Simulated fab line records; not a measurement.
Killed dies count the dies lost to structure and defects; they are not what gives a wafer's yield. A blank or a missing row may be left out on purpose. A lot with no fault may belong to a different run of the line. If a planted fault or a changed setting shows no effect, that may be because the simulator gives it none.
Struck lot and sound lot, side by side	flow gf180mcu	14 steps out of a route of 602
Sound: wafers L449.2, L449.4, L449.6. Struck: wafer L456.6. (L456.1, L456.3 of the same lot were not struck and are left out.) The cause comes at the end.
For every step that has rows: the tool of each side, followed by ch and its chambers, followed by its first start. Under that, the readings that differ: sound wafers	struck wafers	difference of the means	sigmas: that difference in standard deviations of wafers without a fault.
alike: same words and numbers on both sides, and readings whose means sit less than 2 such deviations apart. not compared: any withheld reading, any reading some wafer has no value for, any bound like >300 that may hide the same value, and any number with overlapping values for which the record gives no deviation.
Wherever a step has rows on one side only, a row that says differs or no value, or a row with sigmas, the two part there. Numbers that have no deviation but don't overlap get no sigmas and don't part them. Lack of a reading on every wafer of one side parts them only where that side has two or more wafers.

GF_V2_OVL_MEAS_15:
  sound: overlay-02 at day 23 00:50; struck: overlay-01 at day 25 04:37
  alike: V2_OVL
then, 1 step without rows for these wafers: GF_V2_ETCH_16 (etches BARC in N2/H2).
GF_V2_ETCH_17: etches SiO2 in C4F8/O2/Ar, stops on TiN, target depth 630 nm.
  sound: rie_diel-01 ch 0,2; struck: rie_diel-01 ch 3
  alike: oes_product_au, rf_fwd_power_W
GF_V2_STRIP_18: strips in O2/N2.
  sound on plasma_asher-01 ch 0,1, day 23 00:59; struck on plasma_asher-01 ch 1, day 25 04:47
  alike: drypump_motor_current_A, heater_power_w, n2_flow_sccm, oes_product_au, platen_temp_c
  not compared: rf_hours_counter_h
then, 3 steps without rows for these wafers: GF_V2_STRIP_19 (strips in post etch residue remover, time 1200 s); GF_V2_CLEAN_20 (cleans in DIW); GF_V2_SPUTTER_21 (material Ti, target thk 15 nm, time 80.02 s).
GF_V2_SPUTTER_22: material TiN, target thk 10 nm, time 40.64 s.
  sound: pvd_sputter-02 at day 23 01:41; struck: pvd_sputter-01 at day 25 05:23
  alike: chamber_pressure_pa, throttle_valve_pct
then, 1 step without rows for these wafers: GF_V2_CVD_23 (deposits W, target thk 350 nm, time 104.94 s).
GF_V2_RS_MEAS_24: uses a four-point probe to measure.
  sound: film_metro-01 at day 23 01:52; struck: film_metro-04 at day 25 05:32
  alike: V2_W_RS
GF_V2_THK_MEAS_25: measures by xrf.
  sound: film_metro-01 at day 23 01:58; struck: film_metro-04 at day 25 05:40
  alike: V2_W_THK
GF_V2_CMP_26: polishes, stops on SiO2, t overpolish 15 s, target thk 0 nm.
  sound on cmp-01 ch 2,3, day 23 02:01; struck on cmp-01 ch 2, day 25 05:46
reading	sound	struck	difference	sigmas
platen_rpm (rpm)	59.94 59.89 60.00	60.07	+0.13	+3
time_to_endpoint_s (s)	78 80 81	89	+9	+2
  alike: motor_current_A, overpolish_run_s
GF_M3_SPUTTER_00: material Ti, target thk 37.5 nm, time 150 s.
  sound: pvd_sputter-04 at day 23 02:19; struck: pvd_sputter-04 at day 25 06:01
reading	sound	struck	difference	sigmas
chamber_pressure_pa (Pa)	1.993 2.001 2.004	1.716	-0.283	-69
model.Ti_of_M3_SPUTTER_00.thk_nm (nm)	37.45 38.22 38.07	40.73	+2.82	
  alike: throttle_valve_pct
GF_M3_SPUTTER_01: material TiN, target thk 30 nm, time 25 s.
  sound: pvd_sputter-04 at day 23 02:25; struck: pvd_sputter-04 at day 25 06:07
reading	sound	struck	difference	sigmas
throttle_valve_pct (%)	28.9 31.6 32.0	28.7	-2.1	-2
  alike: chamber_pressure_pa

== WHERE THEY PART ==
Earliest at GF_V2_CMP_26; latest, in this record, at GF_M3_SPUTTER_01.

WHY: the cause the simulator had injected
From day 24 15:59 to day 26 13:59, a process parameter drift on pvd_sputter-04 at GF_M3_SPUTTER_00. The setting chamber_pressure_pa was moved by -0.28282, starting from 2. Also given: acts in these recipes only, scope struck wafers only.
